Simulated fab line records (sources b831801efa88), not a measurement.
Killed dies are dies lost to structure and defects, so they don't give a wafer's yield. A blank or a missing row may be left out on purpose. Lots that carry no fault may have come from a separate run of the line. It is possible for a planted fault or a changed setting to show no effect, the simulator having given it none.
The same fault as seen by 2 desks + flow sky130 + each desk has only its own numbers; what lay behind them comes last

AT THE METROLOGY DESK
Lot by lot, what the gauges showed, no matter which tool ran the lot: averages of those sampled wafers that carry a number. Any lot whose mean is over 4 standard deviations away from the usual mean is out of limits and marked OUT; that distance is given in the brackets.
Columns: A = NWELL_RS at SKY_NWELL_RS_MEAS_29, usual 624.8 ohm/sq; B = VT_ADJUST_LVTN_OVL at SKY_VT_ADJUST_LVTN_OVL_MEAS_07, usual -0.5 nm
| lot  | first seen here | A     | B    |
|------|-----------------|-------|------|
| L442 | day 5 14:55     | 622.5 | -0.6 |
| L443 | day 5 21:01     | 627.8 | 0.4  |
| L444 | day 5 23:35     | 626.0 | -0.6 |
| L446 | day 6 13:41     | 624.4 | -1.4 |
| L447 | day 6 19:38     | 624.6 | -3.4 |
| L448 | day 7 00:17     | 624.3 | 2.8  |
| L449 | day 7 03:50     | 624.1 | -0.4 |
| L455 | day 9 01:07     | 626.0 | 0.7  |
| L456 | day 9 04:44     | 625.8 | -0.3 |
| L461 | day 10 11:35    | 625.2 | -1.3 |
| L462 | day 10 17:33    | 624.9 | 0.0  |
| L463 | day 10 19:40    | 626.3 | -1.5 |
| L464 | day 11 03:53    | 623.7 | -1.4 |
This desk found nothing out of limits on any of the 13 lots.

TOOL OWNER'S DESK, implanter-02
The tool's own readings at SKY_GATE_OXIDE_IMPLANT_11, given as means over the sampled wafers that have a number, one for each lot that went through this tool. Any lot whose mean is over 4 standard deviations away from the usual mean is out of limits and marked OUT; that distance is given in the brackets.
Columns: A = doseIonsCm2 at SKY_GATE_OXIDE_IMPLANT_11, usual 2.5999e+12; B = endStationPressureTorr at SKY_GATE_OXIDE_IMPLANT_11, usual 4.98e-06 Torr
| lot  | first seen here | A                    | B        |
|------|-----------------|----------------------|----------|
| L448 | day 16 04:36    | 2.6009e+12           | 4.69e-06 |
| L449 | day 16 12:19    | 2.5973e+12           | 5.09e-06 |
| L455 | day 19 03:52    | 2.4947e+12 (-38) OUT | 5.00e-06 |
| L456 | day 19 06:55    | 2.4977e+12 (-36) OUT | 4.99e-06 |
Finding of this desk: L455, L456 out of limits; the first was L455 at day 19 03:52, on doseIonsCm2 at SKY_GATE_OXIDE_IMPLANT_11. L448, L449: within limits.

ALL TOGETHER
On L455, L456, at day 19 03:52, an alarm was possible from the tool owner's desk.
Metrology desk: nothing out of limits seen.
The metrology desk has L455, L456 on record, within its limits.
On implanter-02, each named lot ran SKY_GATE_OXIDE_IMPLANT_11.

WHAT WAS PUT IN BY THE SIMULATOR
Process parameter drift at SKY_GATE_OXIDE_IMPLANT_11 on implanter-02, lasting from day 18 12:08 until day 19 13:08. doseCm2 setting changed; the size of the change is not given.
Lots struck among those shown: L455, L456.
How many hours passed from the start of the fault until each desk's first out-of-limits reading: the tool owner's desk, 16.
